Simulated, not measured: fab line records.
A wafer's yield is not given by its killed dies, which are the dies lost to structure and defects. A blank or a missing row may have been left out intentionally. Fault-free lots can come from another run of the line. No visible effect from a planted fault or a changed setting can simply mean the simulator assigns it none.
Which tool was responsible? -- flow sky130 -- 30 wafers from 10 lots sampled at 2 of the route's 708 steps

WHAT THE GAUGES SHOWED, per wafer
SKY_CONTACT_CD_MEAS_14: target cd 170 nm. Usual: 169.8 nm for cd nm, sd 1.6.
lot,measured,on,cd nm (nm),flag
L913,day 31 07:55,cd sem-01,168.2 167.3 169.0,
L914,day 32 03:11,cd sem-02,171.1 170.7 170.8,
L918,day 33 11:53,cd sem-01,170.2 169.1 167.4,
L919,day 33 18:19,cd sem-02,170.4 171.3 171.0,
L926,day 35 20:34,cd sem-01,170.8 171.3 169.7,
L927,day 36 09:49,cd sem-02,169.8 169.3 167.8,
L929,day 38 12:25,cd sem-02,170.3 169.0 170.5,
L930,day 38 13:40,cd sem-01,170.2 171.2 171.5,
L933,day 38 14:04,cd sem-02,171.3 170.4 169.9,
L932,day 38 14:45,cd sem-01,167.6 169.8 168.8,

TOOL THAT RAN EACH LOT (tool first, then ch and the chambers of the sampled wafers, then the start)
lot,SKY_LOCAL_INTERCONNECT_STRIP_15
L913,"plasma asher-04 ch 0,1, day 30 04:30"
L914,"plasma asher-03 ch 0, day 30 22:24"
L918,"plasma asher-04 ch 0,1, day 32 08:08"
L919,"plasma asher-03 ch 0,1, day 32 13:56"
L926,"plasma asher-02 ch 0,1, day 34 16:42"
L927,"plasma asher-03 ch 0,1, day 35 06:38"
L929,"plasma asher-02 ch 0,1, day 37 08:18"
L930,"plasma asher-03 ch 1, day 37 09:18"
L933,"plasma asher-02 ch 0,1, day 37 09:53"
L932,"plasma asher-04 ch 0,1, day 37 11:04"
- SKY_LOCAL_INTERCONNECT_STRIP_15: strips in O2/N2.

AS READ BY THE TOOLS THEMSELVES (means over the sampled wafers that have a number; for cases with no such wafer, the mark the record gives instead)
SKY_LOCAL_INTERCONNECT_STRIP_15. Usual: drypump motor current A 5.73 A, standard deviation 0.26; oes product au 0.426 a.u., standard deviation 0.0042; strip time to endpoint s 4.715 s, standard deviation 0.019.
lot,tool,drypump motor current A (A),oes product au (a.u.),strip time to endpoint s (s),flag
L913,plasma asher-04,5.47,0.424,4.691,
L914,plasma asher-03,5.81,0.430,4.713,
L918,plasma asher-04,5.35,0.426,4.711,
L919,plasma asher-03,5.80,0.423,4.692,
L926,plasma asher-02,6.00,0.428,4.724,
L927,plasma asher-03,5.77,0.425,4.693,
L929,plasma asher-02,6.02,0.426,4.704,
L930,plasma asher-03,5.77,0.425,4.699,
L933,plasma asher-02,6.01,0.425,4.722,
L932,plasma asher-04,5.44,0.426,4.733,

THE ANSWER, worked out from the rows above alone
Rule: take the mean of a lot's wafers that have a number; if it is more than 3 standard deviations from the usual mean, the lot is off. Also off: a lot with no number at a reading for which 4 or more lots have one. Where the step has rows for the other lots, those lots are counted as sound. The gauges are gone through in route order, then the tools' own readings, and for those a lot's mean is taken as printed above. The first step at which some lot is off is used, and at that step the reading that is off furthest; a lot without a number counts as furthest.
No lot is off on any of the readings shown, so nothing can be concluded from this.

WHAT THE SIMULATOR HAD INSERTED
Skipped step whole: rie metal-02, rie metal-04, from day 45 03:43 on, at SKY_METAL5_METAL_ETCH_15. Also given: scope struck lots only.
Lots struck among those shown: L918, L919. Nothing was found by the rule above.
